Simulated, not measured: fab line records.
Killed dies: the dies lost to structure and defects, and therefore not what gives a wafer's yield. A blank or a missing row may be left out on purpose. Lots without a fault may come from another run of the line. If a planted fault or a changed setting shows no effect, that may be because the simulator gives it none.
fab line records	flow sky130
record lots=14	wafers=40	last-day=51
route steps=708 shown METAL1@452 VIA1@471 METAL2@483
lots that met no fault: from a run of the same line without faults
start-h: start of the lot's first displayed wafer, in hours after the record's first day	wait-h: time in hours since the lot's previous step	" repeats the value in the row above	L1.1+2: a single row standing in for several wafers	- no value present, or no start provided	* or withheld: withheld	< > ~ a bound
route shown NAME@n: names a module that has steps shown in the file, with the first one's number in the route	usual: average and standard deviation across the fault-free wafers	same: alike in all rows	chamber/n: place in a boat	sites: the reading at each site	_std_site: the values' standard deviation	_edge_site: mean of outer sites minus mean of inner sites	radius-mm: for every site, how far away it sits from the centre of the wafer	mask NAME#n: copy n	behind: the tool/chamber that last shaped the wafer	hold: cause of the lot's hold/its duration in hours/its outcome	device: the transistor (n, p or np) that didn't switch	end of line: the route-end tests of the same wafers	step lacking rows: just its recipe	killed: not the wafer's yield, but the dies lost to structure and defects at the first sort	map: shows each die of a wafer: x if killed, . if not, _ if none is there
set.NAME: setting as actually run; set.NAME@STEP: the setting as run at that earlier step	model.NAME: the simulator's own value behind a step, which no gauge read
route steps across a sampled set of lots; one table per step, one row per wafer
services: when a tool's chamber went out of use (start-h, in hours from the record's first day, below 0 if earlier), for how many hours, and the reason
## steps
# step SKY_METAL1_ETCH_18
# recipe chemistry=N2/H2	target=BARC	ion-energy-ev=200	bias-w=100	pressure-mtorr=30	n2-flow-sccm=100	h2-flow-sccm=200	icp-w=500	stop-on=SiO2	time-s=45.9	target-depth-a=600
# usual drypump-motor-current-A=5.4/0.31	oes-product-au=0.855/0.0047	throttle-valve-pct=13.224/0.0093
lot.wafer	tool	chamber	start-h	wait-h	drypump-motor-current-A	oes-product-au	rf-hours-counter-h	throttle-valve-pct
L923.1	rie-metal-03	1	783.87	0.0	5.6	0.857	12	13.229
L923.3	"	0	"	"	5.0	0.854	-	13.228
L923.4	"	1	"	"	5.6	0.846	-	13.226
L925.1	rie-metal-04	0	805.22	0.0	5.2	0.851	2	13.213
L925.2	"	1	"	"	5.9	0.855	8	13.227
L925.4	"	0	"	"	5.2	0.858	-	13.202
L927.1	rie-metal-03	0	824.40	0.0	5.0	0.855	4	13.243
L927.3	"	0	"	"	5.1	0.860	-	13.233
L927.6	"	1	"	"	5.6	0.850	-	13.219
L930.1	rie-metal-04	1	834.48	0.0	5.8	0.854	9	13.221
L930.2	"	0	"	"	5.2	0.857	3	13.235
L930.3	"	0	"	"	5.2	0.849	-	13.228
L931.2	rie-metal-04	0	852.67	0.0	5.2	0.861	5	13.223
L931.5	"	1	"	"	5.8	0.856	-	13.223
L931.6	"	0	"	"	5.2	0.858	-	13.229
L932.2	rie-metal-03	0	857.13	0.1	5.0	0.850	-	13.229
L932.4	"	0	"	"	5.0	0.852	-	13.207
L932.6	"	0	"	"	5.0	0.858	-	13.224
L935.1	rie-metal-01	1	888.05	0.0	5.3	0.860	15	13.220
L935.4	"	1	"	"	5.3	0.848	-	13.219
L935.5	"	0	"	"	5.8	0.852	-	13.216
L938.1	rie-metal-01	1	902.82	0.0	5.3	0.850	16	13.219
L938.2	"	0	"	"	5.8	0.855	8	13.218
L938.5	"	1	"	"	5.3	0.854	-	13.221
L939.3	rie-metal-04	1	904.99	0.0	5.8	0.856	-	13.206
L939.4	"	0	"	"	5.2	0.864	-	13.207
L939.5	"	1	"	"	5.8	0.863	-	13.236
L940.1	rie-metal-01	1	907.07	0.0	5.3	0.853	16	13.207
L940.3	"	1	"	"	5.3	0.856	-	13.233
L940.6	"	1	"	"	5.3	0.860	-	13.223
L942.2	rie-metal-03	0	916.12	0.0	5.1	0.850	8	13.216
L942.3	"	0	"	"	5.1	0.864	-	13.232
L942.4	"	1	"	"	5.6	0.852	-	13.228
L944.4	rie-metal-01	0	937.07	0.0	5.7	0.858	-	13.233
L945.1	rie-metal-03	0	941.47	0.0	5.1	0.849	9	13.219
L945.4	"	0	"	"	5.0	0.855	-	13.233
L945.6	"	0	"	"	5.1	0.850	-	13.244
L946.1	rie-metal-03	1	954.17	0.0	5.7	0.855	4	13.237
L946.3	"	1	"	"	5.6	0.847	-	13.229
L946.4	"	0	"	"	5.1	0.855	-	13.239
# step SKY_VIA1_OVL_MEAS_13
# usual VIA1_OVL=-1/5.4
lot.wafer	tool	chamber	start-h	wait-h	VIA1_OVL[nm]
L923.1	overlay-02	-	811.73	0.1	-10
L923.3	"	-	"	"	-3
L923.4	"	-	"	"	-8
L925.1	overlay-01	-	833.94	0.1	-4
L925.2	"	-	"	"	0
L925.4	"	-	"	"	-6
L927.1	overlay-02	-	852.65	0.1	7
L927.3	"	-	"	"	3
L927.6	"	-	"	"	1
L930.1	overlay-02	-	863.23	0.1	1
L930.2	"	-	"	"	-8
L930.3	"	-	"	"	-2
L931.2	overlay-02	-	879.91	0.1	-2
L931.5	"	-	"	"	4
L931.6	"	-	"	"	-4
L932.2	overlay-01	-	885.30	0.1	-2
L932.4	"	-	"	"	3
L932.6	"	-	"	"	-5
L935.1	overlay-02	-	915.03	0.1	3
L935.4	"	-	"	"	7
L935.5	"	-	"	"	-6
L938.1	overlay-02	-	929.08	0.1	1
L938.2	"	-	"	"	-8
L938.5	"	-	"	"	-7
L939.3	overlay-01	-	931.40	0.1	0
L939.4	"	-	"	"	0
L939.5	"	-	"	"	-1
L940.1	overlay-02	-	933.78	0.1	-4
L940.3	"	-	"	"	-2
L940.6	"	-	"	"	0
L942.2	overlay-01	-	942.76	0.1	2
L942.3	"	-	"	"	3
L942.4	"	-	"	"	6
L944.4	overlay-01	-	963.62	0.1	2
L945.1	overlay-01	-	966.98	0.1	2
L945.4	"	-	"	"	-1
L945.6	"	-	"	"	5
L946.1	overlay-01	-	980.68	0.1	-16
L946.3	"	-	"	"	-5
L946.4	"	-	"	"	-3
# step SKY_METAL2_SPUTTER_00
# recipe material=Ti	target-thk-nm=15	power-w=3000	time-s=10	chamber-pressure-pa=0.4
# usual throttle-valve-pct=30.0/0.82
lot.wafer	tool	chamber	start-h	wait-h	throttle-valve-pct
L923.1	pvd-sputter-03	-	813.29	0.2	29.8
L923.3	"	-	"	"	29.2
L923.4	"	-	"	"	28.7
L925.1	pvd-sputter-03	-	835.34	0.1	28.5
L925.2	"	-	"	"	29.9
L925.4	"	-	"	"	29.3
L927.1	pvd-sputter-03	-	854.01	0.2	29.4
L927.3	"	-	"	"	28.9
L927.6	"	-	"	"	29.7
L930.1	pvd-sputter-01	-	864.58	0.1	31.2
L930.2	"	-	"	"	29.6
L930.3	"	-	"	"	30.9
L931.2	pvd-sputter-03	-	881.29	0.1	28.5
L931.5	"	-	"	"	28.8
L931.6	"	-	"	"	29.3
L932.2	pvd-sputter-01	-	886.68	0.1	31.1
L932.4	"	-	"	"	29.8
L932.6	"	-	"	"	30.8
L935.1	pvd-sputter-01	-	916.38	0.2	31.2
L935.4	"	-	"	"	31.7
L935.5	"	-	"	"	30.9
L938.1	pvd-sputter-03	-	930.43	0.1	29.7
L938.2	"	-	"	"	29.0
L938.5	"	-	"	"	29.6
L939.3	pvd-sputter-01	-	932.74	0.1	31.5
L939.4	"	-	"	"	31.1
L939.5	"	-	"	"	31.3
L940.1	pvd-sputter-01	-	935.13	0.1	31.5
L940.3	"	-	"	"	31.2
L940.6	"	-	"	"	31.5
L942.2	pvd-sputter-01	-	944.35	0.2	31.3
L942.3	"	-	"	"	31.4
L942.4	"	-	"	"	30.9
L944.4	pvd-sputter-01	-	964.98	0.1	31.1
L945.1	pvd-sputter-04	-	968.39	0.2	29.6
L945.4	"	-	"	"	30.5
L945.6	"	-	"	"	30.3
L946.1	pvd-sputter-03	-	982.06	0.2	29.7
L946.3	"	-	"	"	29.5
L946.4	"	-	"	"	28.6
# step SKY_METAL2_SPUTTER_02
# recipe material=AlCu	target-thk-nm=250	power-w=10600	time-s=13.3	chamber-pressure-pa=0.4
# usual throttle-valve-pct=30.0/0.84
lot.wafer	tool	chamber	start-h	wait-h	throttle-valve-pct
L923.1	pvd-sputter-03	-	813.34	0.0	30.2
L923.3	"	-	"	"	29.5
L923.4	"	-	"	"	28.7
L925.1	pvd-sputter-03	-	835.38	0.0	28.6
L925.2	"	-	"	"	29.8
L925.4	"	-	"	"	29.4
L927.1	pvd-sputter-03	-	854.05	0.0	29.4
L927.3	"	-	"	"	28.6
L927.6	"	-	"	"	29.7
L930.1	pvd-sputter-01	-	864.63	0.0	31.2
L930.2	"	-	"	"	29.7
L930.3	"	-	"	"	31.1
L931.2	pvd-sputter-03	-	881.34	0.0	28.4
L931.5	"	-	"	"	29.0
L931.6	"	-	"	"	29.3
L932.2	pvd-sputter-01	-	886.73	0.0	31.3
L932.4	"	-	"	"	29.7
L932.6	"	-	"	"	30.7
L935.1	pvd-sputter-01	-	916.43	0.0	31.3
L935.4	"	-	"	"	31.1
L935.5	"	-	"	"	31.1
L938.1	pvd-sputter-03	-	930.48	0.0	29.6
L938.2	"	-	"	"	28.7
L938.5	"	-	"	"	29.8
L939.3	pvd-sputter-01	-	932.79	0.0	31.4
L939.4	"	-	"	"	30.9
L939.5	"	-	"	"	31.3
L940.1	pvd-sputter-01	-	935.18	0.0	31.0
L940.3	"	-	"	"	31.6
L940.6	"	-	"	"	31.2
L942.2	pvd-sputter-01	-	944.40	0.0	31.4
L942.3	"	-	"	"	31.1
L942.4	"	-	"	"	30.7
L944.4	pvd-sputter-01	-	965.02	0.0	31.3
L945.1	pvd-sputter-04	-	968.44	0.0	29.7
L945.4	"	-	"	"	30.2
L945.6	"	-	"	"	30.4
L946.1	pvd-sputter-03	-	982.11	0.0	30.1
L946.3	"	-	"	"	29.6
L946.4	"	-	"	"	28.9
# step SKY_METAL2_RS_MEAS_05
# recipe thk-meas-gauge=four-point-probe	reads=TiN_of_METAL2_SPUTTER_04+Ti_of_METAL2_SPUTTER_03+AlCu_of_METAL2_SPUTTER_02+TiN_of_METAL2_SPUTTER_01+Ti_of_METAL2_SPUTTER_00
# usual METAL2_ALCU_RS=0.1275/0.002
lot.wafer	tool	chamber	start-h	wait-h	METAL2_ALCU_RS[ohm/sq]
L923.1	film-metro-03	-	813.43	0.0	0.1312
L923.3	"	-	"	"	0.1297
L923.4	"	-	"	"	0.1295
L925.1	film-metro-03	-	835.48	0.0	0.1294
L925.2	"	-	"	"	0.1318
L925.4	"	-	"	"	0.1290
L927.1	film-metro-02	-	854.15	0.0	0.1288
L927.3	"	-	"	"	0.1298
L927.6	"	-	"	"	0.1292
L930.1	film-metro-04	-	864.72	0.0	0.1261
L930.2	"	-	"	"	0.1293
L930.3	"	-	"	"	0.1274
L931.2	film-metro-02	-	881.45	0.0	0.1280
L931.5	"	-	"	"	0.1290
L931.6	"	-	"	"	0.1290
L932.2	film-metro-02	-	886.84	0.0	0.1277
L932.4	"	-	"	"	0.1293
L932.6	"	-	"	"	0.1277
L935.1	film-metro-03	-	916.52	0.0	0.1260
L935.4	"	-	"	"	0.1265
L935.5	"	-	"	"	0.1260
L938.1	film-metro-02	-	930.57	0.0	0.1251
L938.2	"	-	"	"	0.1276
L938.5	"	-	"	"	0.1252
L939.3	film-metro-04	-	932.92	0.1	0.1296
L939.4	"	-	"	"	0.1297
L939.5	"	-	"	"	0.1287
L940.1	film-metro-03	-	935.27	0.0	0.1276
L940.3	"	-	"	"	0.1275
L940.6	"	-	"	"	0.1275
L942.2	film-metro-04	-	944.51	0.0	0.1265
L942.3	"	-	"	"	0.0766
L942.4	"	-	"	"	0.1273
L944.4	film-metro-02	-	965.18	0.1	0.0770
L945.1	film-metro-03	-	968.53	0.0	0.1260
L945.4	"	-	"	"	0.1251
L945.6	"	-	"	"	0.1236
L946.1	film-metro-03	-	982.20	0.0	0.1263
L946.3	"	-	"	"	0.1281
L946.4	"	-	"	"	0.1273
# step SKY_METAL2_THK_MEAS_06
# recipe thk-meas-gauge=xrf	reads=AlCu_of_METAL2_SPUTTER_02
# usual METAL2_ALCU_THK=250/4.1
lot.wafer	tool	chamber	start-h	wait-h	METAL2_ALCU_THK[nm]
L923.1	film-metro-03	-	813.55	0.1	242
L923.3	"	-	"	"	246
L923.4	"	-	"	"	245
L925.1	film-metro-03	-	835.60	0.1	249
L925.2	"	-	"	"	244
L925.4	"	-	"	"	249
L927.1	film-metro-02	-	854.27	0.1	248
L927.3	"	-	"	"	247
L927.6	"	-	"	"	248
L930.1	film-metro-04	-	864.84	0.1	253
L930.2	"	-	"	"	247
L930.3	"	-	"	"	251
L931.2	film-metro-02	-	881.56	0.1	249
L931.5	"	-	"	"	246
L931.6	"	-	"	"	247
L932.2	film-metro-02	-	886.95	0.1	250
L932.4	"	-	"	"	248
L932.6	"	-	"	"	250
L935.1	film-metro-03	-	916.64	0.1	254
L935.4	"	-	"	"	251
L935.5	"	-	"	"	255
L938.1	film-metro-02	-	930.69	0.1	256
L938.2	"	-	"	"	250
L938.5	"	-	"	"	255
L939.3	film-metro-04	-	933.02	0.1	244
L939.4	"	-	"	"	244
L939.5	"	-	"	"	249
L940.1	film-metro-03	-	935.39	0.1	252
L940.3	"	-	"	"	251
L940.6	"	-	"	"	251
L942.2	film-metro-04	-	944.62	0.1	254
L942.3	"	-	"	"	413
L942.4	"	-	"	"	252
L944.4	film-metro-02	-	965.27	0.1	411
L945.1	film-metro-03	-	968.65	0.1	254
L945.4	"	-	"	"	253
L945.6	"	-	"	"	257
L946.1	film-metro-03	-	982.32	0.1	255
L946.3	"	-	"	"	248
L946.4	"	-	"	"	251
# step SKY_METAL2_METAL_ETCH_19
# recipe target-depth-a=3600	stop-on=SiO2	over-etch-frac=0.3	time-s=78	chemistry=Cl2/BCl3	resist-sidewall-deg=88	pressure-mtorr=10	icp-w=900	bias-w=48.5	Cl2_flow_sccm=60	bcl3-flow-sccm=30
# usual drypump-motor-current-A=5.48/0.27	oes-product-au=0.854/0.0066	throttle-valve-pct=22.264/0.009
lot.wafer	tool	chamber	start-h	wait-h	drypump-motor-current-A	oes-product-au	rf-hours-counter-h	throttle-valve-pct
L923.1	rie-metal-02	0	840.67	0.0	5.25	0.852	3	22.264
L923.3	"	0	"	"	5.21	0.842	-	22.270
L923.4	"	1	"	"	5.69	0.844	-	22.253
L925.1	rie-metal-01	1	861.98	0.0	5.27	0.843	14	22.262
L925.2	"	0	"	"	5.76	0.844	7	22.257
L925.4	"	1	"	"	5.28	0.850	-	22.262
L927.1	rie-metal-04	1	880.38	0.0	5.83	0.850	10	22.260
L927.3	"	1	"	"	5.81	0.845	-	22.243
L927.6	"	0	"	"	5.19	0.856	-	22.258
L930.1	rie-metal-04	1	891.38	0.0	5.85	0.856	11	22.275
L930.2	"	0	"	"	5.21	0.854	6	22.264
L930.3	"	0	"	"	5.18	0.855	-	22.253
L931.2	rie-metal-02	0	908.35	0.1	5.23	0.854	-	22.261
L931.5	"	0	"	"	5.20	0.845	-	22.241
L931.6	"	0	"	"	5.22	0.843	-	22.255
L932.2	rie-metal-04	0	913.78	0.0	5.17	0.850	7	22.254
L932.4	"	0	"	"	5.19	0.850	-	22.283
L932.6	"	0	"	"	5.19	0.841	-	22.263
L935.1	rie-metal-02	1	942.67	0.0	5.71	0.857	14	22.267
L935.4	"	1	"	"	5.69	0.858	-	22.267
L935.5	"	0	"	"	5.23	0.860	-	22.266
L938.1	rie-metal-02	1	956.03	0.0	5.70	0.861	15	22.293
L938.2	"	0	"	"	5.22	0.856	8	22.269
L938.5	"	1	"	"	5.69	0.857	-	22.271
L939.3	rie-metal-01	1	958.31	0.1	5.26	0.848	-	22.267
L939.4	"	0	"	"	5.75	0.851	-	22.266
L939.5	"	0	"	"	5.73	0.857	-	22.263
L940.1	rie-metal-04	1	961.07	0.0	5.84	0.852	13	22.255
L940.3	"	0	"	"	5.19	0.851	-	22.256
L940.6	"	1	"	"	5.82	0.853	-	22.266
L942.2	rie-metal-02	0	969.23	0.0	5.20	0.851	9	22.279
L942.3	"	0	"	"	5.21	1.014	-	22.263
L942.4	"	1	"	"	5.74	0.853	-	22.272
L944.4	rie-metal-01	0	990.21	0.1	5.72	0.980	-	22.261
L945.1	rie-metal-02	0	992.93	0.0	5.25	0.859	10	22.272
L945.4	"	0	"	"	5.23	0.864	-	22.271
L945.6	"	1	"	"	5.73	0.866	-	22.272
L946.1	rie-metal-01	1	1006.18	0.0	5.28	0.852	22	22.254
L946.3	"	0	"	"	5.73	0.852	-	22.272
L946.4	"	1	"	"	5.27	0.852	-	22.251
## services
tool	chamber	start-h	hours	kind
pvd-sputter-01	-	765.03	9.7	repair
pvd-sputter-03	-	767.52	0.8	repair
pvd-sputter-01	-	773.39	1.7	repair
pvd-sputter-03	3	802.84	-	consumable-replace:kit
pvd-sputter-03	3	802.84	18.0	scheduled-down
pvd-sputter-03	3	802.84	18.0	vent-cycle
pvd-sputter-01	1	830.61	-	consumable-replace:kit
pvd-sputter-01	1	830.61	18.0	scheduled-down
pvd-sputter-01	1	830.61	18.0	vent-cycle
rie-metal-01	-	832.78	0.2	repair
rie-metal-04	1	845.03	5.6	repair
pvd-sputter-04	-	866.49	1.7	repair
rie-metal-02	1	896.19	13.8	repair
rie-metal-01	-	896.53	1.4	pm
pvd-sputter-04	-	908.70	1.4	repair
pvd-sputter-03	-	911.46	1.9	repair
pvd-sputter-04	-	911.85	1.4	repair
rie-metal-04	-	933.44	26.7	repair
pvd-sputter-03	2	970.01	-	consumable-replace:kit
pvd-sputter-03	2	970.01	18.0	scheduled-down
rie-metal-03	-	979.62	1.4	pm
pvd-sputter-01	0	986.20	-	consumable-replace:kit
pvd-sputter-01	0	986.20	18.0	scheduled-down
pvd-sputter-01	0	986.20	18.0	vent-cycle
## key
first-sign step=SKY_METAL2_RS_MEAS_05	reading=METAL2_ALCU_RS	direction=down	sigmas=25	usual=0.1275	struck=0.0768
effect step=SKY_METAL2_THK_MEAS_06	reading=METAL2_ALCU_THK	direction=up	sigmas=40	usual=250	struck=412
effect step=SKY_METAL2_METAL_ETCH_19	reading=oes-product-au	direction=up	sigmas=22	usual=0.854	struck=0.997
met-at SKY_METAL2_SPUTTER_02
struck-lots L942,L944
struck-wafers L942.3,L944.4
later-rows-left-out L942.3,L944.4
sort-left-out L942.3,L944.4
tester-left-out L944
not-acting-at SKY_METAL1_ETCH_18,SKY_VIA1_OVL_MEAS_13,SKY_METAL2_SPUTTER_00
onset-between 935.18 944.40
earlier-fault kind=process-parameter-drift	tool=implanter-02	chamber=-	onset-h=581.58	steps=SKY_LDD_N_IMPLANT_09	channel=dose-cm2	offset=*	shape=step	end-h=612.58	acts-in=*	stated=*
fault kind=process-parameter-drift	tool=pvd-sputter-01	chamber=-	onset-h=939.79	steps=SKY_METAL2_SPUTTER_02	channel=target-thk-nm	offset=159.36	shape=step	end-h=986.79	acts-in=these-recipes-only	stated=250	scope=struck-wafers-only
# tester-left-out: of these lots the tester's yield and bins aren't shown, on N5 and GAA mostly nor the transistor test; their killed dies are dies lost to structure and defects alone, not to doping, threshold or leakage, so they don't give the yield
# sort-left-out: the simulated sort isn't trusted on such a fault, so these wafers' sort isn't shown, and their yield isn't known
# later-rows-left-out: the simulator's readings of these wafers behind a module that went badly wrong aren't trusted and aren't shown, but for the sort
